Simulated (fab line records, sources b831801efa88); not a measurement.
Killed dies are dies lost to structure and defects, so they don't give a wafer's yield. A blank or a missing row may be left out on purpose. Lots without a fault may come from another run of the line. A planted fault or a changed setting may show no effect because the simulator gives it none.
A struck lot beside a sound one | flow gf180mcu | 25 steps out of a route of 602
Sound: wafers L226.1, L226.3, L226.4. Struck: wafers L224.1, L224.5, L224.6. The cause comes at the end.
At each step with rows: each side's tool, then ch and its chambers, then its first start. Under that, the readings that differ: sound wafers | struck wafers | difference of the means | sigmas: that difference in standard deviations of wafers without a fault.
alike: readings whose means differ by less than 2 such deviations, and words and numbers that are the same on both sides. not compared: withheld readings, readings that some wafer has no value for, bounds like >300 that may hide the same value, and numbers for which the record gives no deviation and whose values overlap.
The two part at a step that has a row with sigmas, a row that says differs or no value, or rows on one side only. Numbers that don't overlap but have no deviation are shown without sigmas and don't part them. A reading that every wafer of one side lacks parts them only if that side has two wafers or more.

first, 1 step without rows for these wafers: GF_V4_CVD_23 (deposits W, target thk 350 nm, time 104.9 s).
GF_V4_RS_MEAS_24: measures by four-point-probe.
  sound on film_metro-01, day 27 18:46; struck on film_metro-03, day 26 22:22
  alike: V4_W_RS
GF_V4_THK_MEAS_25: measures by xrf.
  sound on film_metro-01, day 27 18:53; struck on film_metro-03, day 26 22:29
  alike: V4_W_THK
then, 2 steps without rows for these wafers: GF_V4_CMP_26 (polishes, stops on SiO2, t overpolish 15 s, target thk 0 nm); GF_MIM_SPUTTER_00 (material Ti, target thk 37.5 nm, time 150 s).
GF_MIM_SPUTTER_01: material TiN, target thk 30 nm, time 25 s.
  sound on pvd_sputter-04, day 27 19:20; struck on pvd_sputter-04, day 26 22:56
  alike: cathode_dc_power_W, chamber_pressure_pa, throttle_valve_pct
then, 2 steps without rows for these wafers: GF_MIM_SPUTTER_02 (material AlCu, target thk 450 nm, time 23.9 s); GF_MIM_SPUTTER_03 (material Ti, target thk 10 nm, time 6.7 s).
GF_MIM_SPUTTER_04: material TiN, target thk 50 nm, time 41.7 s.
  sound on pvd_sputter-04, day 27 19:25; struck on pvd_sputter-04, day 26 23:01
  alike: cathode_dc_power_W, chamber_pressure_pa, throttle_valve_pct
GF_MIM_CVD_05: deposits Si3N4, target thk 42 nm, time 29.086 s.
  sound on pecvd-03 ch 0,2, day 27 19:28; struck on pecvd-04 ch 0,1,2, day 26 23:04
  alike: heater_power_w
GF_MIM_THK_MEAS_06:
  sound on film_metro-02, day 27 19:30; struck on film_metro-02, day 26 23:05
  alike: MIM_CVD_05_THK
GF_MIM_SPUTTER_07: material TiN, target thk 60 nm, time 50 s.
  sound on pvd_sputter-01, day 27 19:34; struck on pvd_sputter-01, day 26 23:09
  alike: cathode_dc_power_W, chamber_pressure_pa, throttle_valve_pct
GF_MIM_SPUTTER_08: material AlCu, target thk 200 nm, time 10.6 s.
  sound on pvd_sputter-01, day 27 19:36; struck on pvd_sputter-01, day 26 23:12
  no value came back on the struck wafers for cathode_dc_power_W (W), chamber_pressure_pa (Pa), throttle_valve_pct (%); on the sound wafers cathode_dc_power_W (W) reads 10600 10600 10597
GF_MIM_SPUTTER_09: material TiN, target thk 35 nm, time 29.2 s.
  sound on pvd_sputter-01, day 27 19:37; struck on pvd_sputter-01, day 26 23:14
  reading                | sound                | struck               | difference | sigmas
  cathode_dc_power_W (W) | 6498.1 6499.6 6497.8 | 6501.1 6501.7 6501.4 | +2.9       | +2
  alike: chamber_pressure_pa, throttle_valve_pct
GF_MIM_RS_MEAS_10: measures by four-point-probe.
  sound on film_metro-04, day 27 19:40; struck on film_metro-04, day 26 23:16
  reading              | sound                | struck               | difference | sigmas
  MIM_ALCU_RS (ohm/sq) | 0.1609 0.1625 0.1602 | 9.2299 9.3408 9.3644 | +9.1505    | +99 or more
GF_MIM_THK_MEAS_11: measures by xrf.
  sound on film_metro-04, day 27 19:47; struck on film_metro-04, day 26 23:23
  reading           | sound             | struck         | difference | sigmas
  MIM_ALCU_THK (nm) | 201.4 201.3 204.2 | <0.3 <0.3 <0.3 | differs    |
then, 7 steps without rows for these wafers: GF_MIM_DEHYDRATE_12 (time 60 s); GF_MIM_HMDS_13 (prime time 60 s); GF_MIM_COAT_14 (resist thk 1000 nm); GF_MIM_SOFTBAKE_15 (time 60 s); GF_MIM_EXPOSE_16 (exposes mask FuseTop, target cd 2000 nm); GF_MIM_PEB_17; GF_MIM_DEVELOP_18 (develop time 60 s).
GF_MIM_METAL_ETCH_19: etches the open film in Cl2/BCl3, stops on Si3N4, target depth 324.5 nm, time 54.1 s.
  sound on rie_metal-03 ch 0,1, day 28 14:04; struck on rie_metal-03 ch 0,1, day 27 19:43
  reading                | sound                | struck               | difference | sigmas
  oes_product_au (a.u.)  | 0.937 0.938 0.937    | 0.992 0.983 1.001    | +0.055     | +9
  throttle_valve_pct (%) | 28.280 28.284 28.280 | 28.238 28.218 28.231 | -0.052     | -5
  alike: drypump_motor_current_A
  not compared: rf_hours_counter_h
then, 1 step without rows for these wafers: GF_MIM_STRIP_20 (strips in O2/N2).

WHERE THEY PART
First at GF_MIM_SPUTTER_08; last, within this record, at GF_MIM_METAL_ETCH_19.

WHY: what the simulator had put in
Skipped step whole: pvd_sputter-01, from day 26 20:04 on, at GF_MIM_SPUTTER_08. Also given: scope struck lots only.
